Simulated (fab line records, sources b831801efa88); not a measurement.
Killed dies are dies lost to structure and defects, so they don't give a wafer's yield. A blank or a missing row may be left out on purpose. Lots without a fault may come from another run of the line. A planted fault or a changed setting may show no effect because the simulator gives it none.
Which tool did it? | flow sky130 | 12 lots, 36 wafers sampled, at 5 steps of a route of 708

WHAT THE GAUGES READ, wafer by wafer
SKY_PWDE_OVL_MEAS_07.
lot  | measured    | on         | PWDE_OVL (nm)
L403 | day 4 02:41 | overlay-02 | -1.0 0.4 -0.5
L404 | day 4 08:59 | overlay-02 | 1.7 2.4 0.5
L406 | day 4 17:08 | overlay-01 | 0.9 -1.5 -0.8
L407 | day 5 01:01 | overlay-02 | -0.6 2.4 2.2
L408 | day 5 05:35 | overlay-02 | 1.3 1.0 0.9
L409 | day 5 11:53 | overlay-02 | 1.3 1.8 1.8
L411 | day 5 22:02 | overlay-02 | 1.9 0.9 3.0
L415 | day 6 20:07 | overlay-02 | 3.9 3.2 1.6
L420 | day 8 07:53 | overlay-01 | 1.7 1.1 1.3
L421 | day 8 08:37 | overlay-01 | -0.4 2.4 1.7
L423 | day 9 00:59 | overlay-01 | 0.0 -0.7 1.6
L424 | day 9 02:47 | overlay-01 | -0.8 1.1 0.4

SKY_VT_ADJUST_HVTR_TW_MEAS_11.
lot  | measured     | on            | VT_ADJUST_HVTR_TW
L403 | day 9 19:02  | film_metro-03 | 208.6 209.5 209.0
L404 | day 10 03:56 | film_metro-03 | 210.4 209.9 209.4
L406 | day 10 16:26 | film_metro-03 | 210.9 210.8 211.0
L407 | day 11 02:23 | film_metro-03 | 210.5 209.8 210.8
L408 | day 11 07:33 | film_metro-01 | 208.0 209.7 209.0
L409 | day 11 17:22 | film_metro-03 | 209.4 209.7 209.3
L411 | day 12 05:59 | film_metro-03 | 210.4 210.4 210.8
L415 | day 13 07:40 | film_metro-03 | 211.1 211.8 211.3
L420 | day 15 09:11 | film_metro-01 | 208.8 209.4 209.1
L421 | day 15 10:10 | film_metro-01 | 142.6 142.0 142.3
L423 | day 16 06:08 | film_metro-01 | 143.9 143.7 143.7
L424 | day 16 09:17 | film_metro-03 | 209.4 209.5 209.9

SKY_SONOS_TUNNEL_TW_MEAS_12.
lot  | measured     | on            | SONOS_TUNNEL_TW
L403 | day 11 17:14 | film_metro-04 | 196.6 196.6 196.4
L404 | day 12 03:55 | film_metro-02 | 195.1 196.5 194.6
L406 | day 12 17:23 | film_metro-04 | 196.9 197.4 197.4
L407 | day 13 03:47 | film_metro-04 | 196.1 195.9 196.7
L408 | day 13 07:56 | film_metro-04 | 196.9 197.4 194.8
L409 | day 13 19:21 | film_metro-02 | 196.3 195.1 195.4
L411 | day 14 08:36 | film_metro-02 | 195.1 194.3 196.0
L415 | day 15 13:00 | film_metro-03 | 196.1 196.5 196.1
L420 | day 17 18:45 | film_metro-04 | 197.2 196.7 196.5
L421 | day 17 19:59 | film_metro-03 | 196.8 197.3 196.5
L423 | day 18 16:22 | film_metro-03 | 197.5 197.5 196.2
L424 | day 18 19:43 | film_metro-02 | 194.4 195.9 196.5

WHICH TOOL RAN EACH LOT (tool, then ch and the chambers of the sampled wafers, then the start)
lot  | SKY_DNWELL_STRIP_08                 | SKY_VT_ADJUST_HVTR_IMPLANT_09
L403 | plasma_asher-04 ch 0,1, day 3 10:08 | implanter-01 ch 0, day 9 18:48
L404 | plasma_asher-01 ch 0,1, day 3 15:47 | implanter-01 ch 0, day 10 03:41
L406 | plasma_asher-04 ch 0,1, day 4 00:26 | implanter-02 ch 0, day 10 16:11
L407 | plasma_asher-01 ch 0,1, day 4 08:10 | implanter-01 ch 0, day 11 02:08
L408 | plasma_asher-04 ch 0,1, day 4 12:37 | implanter-02 ch 0, day 11 07:20
L409 | plasma_asher-04 ch 0,1, day 4 17:25 | implanter-04 ch 0, day 11 17:07
L411 | plasma_asher-04 ch 0,1, day 5 04:53 | implanter-01 ch 0, day 12 05:44
L415 | plasma_asher-02 ch 0,1, day 6 01:41 | implanter-02 ch 0, day 13 07:25
L420 | plasma_asher-02 ch 0,1, day 7 11:32 | implanter-02 ch 0, day 15 08:57
L421 | plasma_asher-02 ch 0,1, day 7 12:28 | implanter-01 ch 0, day 15 09:55
L423 | plasma_asher-02 ch 0,1, day 8 03:55 | implanter-01 ch 0, day 16 05:55
L424 | plasma_asher-04 ch 0,1, day 8 05:26 | implanter-04 ch 0, day 16 09:02
- SKY_DNWELL_STRIP_08: strips in O2/N2.
- SKY_VT_ADJUST_HVTR_IMPLANT_09

WHAT THE TOOLS THEMSELVES READ (means of the sampled wafers that have a number; where no wafer has one, the mark that the record gives instead)
SKY_DNWELL_STRIP_08.
lot  | tool            | drypump_motor_current_A (A) | oes_product_au (a.u.) | strip_time_to_endpoint_s (s)
L403 | plasma_asher-04 | 5.8                         | 0.723                 | 36.95
L404 | plasma_asher-01 | 5.6                         | 0.728                 | 36.85
L406 | plasma_asher-04 | 5.7                         | 0.720                 | 37.00
L407 | plasma_asher-01 | 5.7                         | 0.724                 | 36.94
L408 | plasma_asher-04 | 5.8                         | 0.726                 | 36.99
L409 | plasma_asher-04 | 5.8                         | 0.720                 | 36.96
L411 | plasma_asher-04 | 5.7                         | 0.723                 | 36.95
L415 | plasma_asher-02 | 5.9                         | 0.721                 | 36.78
L420 | plasma_asher-02 | 5.5                         | 0.725                 | 36.89
L421 | plasma_asher-02 | 5.9                         | 0.723                 | 36.91
L423 | plasma_asher-02 | 5.6                         | 0.723                 | 37.11
L424 | plasma_asher-04 | 5.7                         | 0.724                 | 36.99

SKY_VT_ADJUST_HVTR_IMPLANT_09.
lot  | tool         | dose_ions_cm2 | end_station_pressure_torr (Torr) | faraday_current_uA
L403 | implanter-01 | 2.0987e+12    | 5.38e-06                         | 11.72
L404 | implanter-01 | 2.0997e+12    | 4.93e-06                         | 11.75
L406 | implanter-02 | 2.1007e+12    | 5.01e-06                         | 11.59
L407 | implanter-01 | 2.1000e+12    | 4.84e-06                         | 12.08
L408 | implanter-02 | 2.1009e+12    | 5.01e-06                         | 12.01
L409 | implanter-04 | 2.0994e+12    | 5.15e-06                         | 11.93
L411 | implanter-01 | 2.1002e+12    | 5.12e-06                         | 11.70
L415 | implanter-02 | 2.1023e+12    | 5.02e-06                         | 12.00
L420 | implanter-02 | 2.0995e+12    | 5.20e-06                         | 11.76
L421 | implanter-01 | 5.1247e+11    | 5.04e-06                         | 2.90
L423 | implanter-01 | 5.1407e+11    | 5.09e-06                         | 2.91
L424 | implanter-04 | 2.1027e+12    | 5.13e-06                         | 11.89

THE ANSWER, worked out from the rows above alone
Rule: what is usual is taken from the lots themselves. Put in order of their means at a reading, lots are off if they are a third of the lots or fewer, leave a main group of 4 or more, and stand apart from it by a gap of 3 or more times the standard deviation of the main group's means; of several such gaps the widest counts. A main group whose means are all the same, to the digits that the tables above print for the reading, isn't used. A lot without any number at a reading at which 4 lots or more have one is off too. The other lots that the step has rows for count as sound. The gauges are gone through in route order, then the tools' own readings, and for those a lot's mean is taken as printed above. The first step at which some lot is off is used, and at that step the reading that is off furthest; a lot without a number counts as furthest.
Off: L421, L423, at SKY_VT_ADJUST_HVTR_TW_MEAS_11 (VT_ADJUST_HVTR_TW). The main group: mean 209.9, standard deviation 0.81.
A tool fits if, at a process step before that reading, it ran every lot that is off, and no sound lot after the first of them. The gauges at SKY_VT_ADJUST_HVTR_TW_MEAS_11 aren't tried: what is off there is off at SKY_VT_ADJUST_HVTR_IMPLANT_09 too, on other tools, and a gauge's error can't cause that. Can't be told from this: 2 tools fit, plasma_asher-02 at SKY_DNWELL_STRIP_08, implanter-01 at SKY_VT_ADJUST_HVTR_IMPLANT_09.

WHAT THE SIMULATOR HAD PUT IN
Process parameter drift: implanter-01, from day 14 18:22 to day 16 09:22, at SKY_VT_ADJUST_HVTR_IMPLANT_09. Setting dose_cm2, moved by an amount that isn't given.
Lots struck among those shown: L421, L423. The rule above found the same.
